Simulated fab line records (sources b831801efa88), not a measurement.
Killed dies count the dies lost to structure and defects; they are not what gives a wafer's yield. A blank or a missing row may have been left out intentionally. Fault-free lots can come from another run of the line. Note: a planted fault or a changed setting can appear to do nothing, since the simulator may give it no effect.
2 desks looking at one fault | flow gf180mcu | numbers are kept per desk, each desk with only its own; the story behind them comes last

## METROLOGY DESK
What the gauges read, lot by lot, whatever tool the lot ran on: means of the sampled wafers that have a number. The brackets show how far a lot's mean lies from the usual mean; more than 4 standard deviations puts the lot out of limits, marked OUT.
Columns: A = V3_CVD_02_THK at GF_V3_THK_MEAS_03, usual 852 nm; B = V3_BOW at GF_V3_BOW_MEAS_05, usual 117 um
lot  | first seen here | A              | B
L441 | day 21 08:40    | 849            | 109
L443 | day 22 07:21    | 854            | 121
L445 | day 22 22:33    | 852            | 123
L446 | day 23 06:17    | 849            | 111
L449 | day 24 17:17    | 852            | 114
L450 | day 24 19:02    | 844            | 116
L451 | day 24 23:22    | 861            | 121
L453 | day 25 17:32    | 848            | 112
L455 | day 26 01:27    | 777 (-6.8) OUT | 111
L456 | day 26 18:09    | 803 (-4.4) OUT | 125
L464 | day 29 08:53    | 857            | 111
This desk's result: L455, L456 out of limits, first on L455 (V3_CVD_02_THK at GF_V3_THK_MEAS_03), day 26 01:27. Within limits: L441, L443, L445, L446, L449, L450, L451, L453, L464.

## FOR THE TOOL OWNER'S DESK: pecvd-02
The tool's own readings at GF_V3_CVD_02 (deposits SiO2 from TEOS, target thk 850 nm, time 94.851 s): means of the sampled wafers that have a number, for each lot that ran on this tool. The brackets show how far a lot's mean lies from the usual mean; more than 4 standard deviations puts the lot out of limits, marked OUT.
Columns: A = heaterPowerW at GF_V3_CVD_02, usual 675 W; B = runLengthS at GF_V3_CVD_02, usual 123.0 s; C = susceptorTempC at GF_V3_CVD_02, usual 399.99 C
lot  | first seen here | A   | B                | C
L441 | day 21 08:36    | 668 | 122.9            | 399.90
L446 | day 23 06:11    | 661 | 123.5            | 399.86
L451 | day 24 23:18    | 652 | 123.3            | 400.14
L453 | day 25 17:28    | 681 | 123.0            | 399.83
L455 | day 26 01:23    | 714 | 115.4 (-15) OUT  | 400.09
L456 | day 26 18:04    | 706 | 119.0 (-8.1) OUT | 400.31
Finding of this desk: L455, L456 out of limits; the first was L455 at day 26 01:23, on runLengthS at GF_V3_CVD_02. Within limits: L441, L446, L451, L453.

## ALL TOGETHER
At day 26 01:23, on L455, L456, the tool owner's desk was in a position to raise an alarm.
The metrology desk could have raised an alarm at day 26 01:27, on L455, L456.
All the named lots went through GF_V3_CVD_02 on pecvd-02.

## WHAT WAS PUT IN BY THE SIMULATOR
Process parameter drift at GF_V3_CVD_02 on pecvd-02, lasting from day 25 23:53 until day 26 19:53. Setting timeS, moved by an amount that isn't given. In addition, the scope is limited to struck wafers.
Lots struck among those shown: L455, L456.
Fault start to first reading out of limits, in hours, per desk: tool owner, 2; metrology, 2.
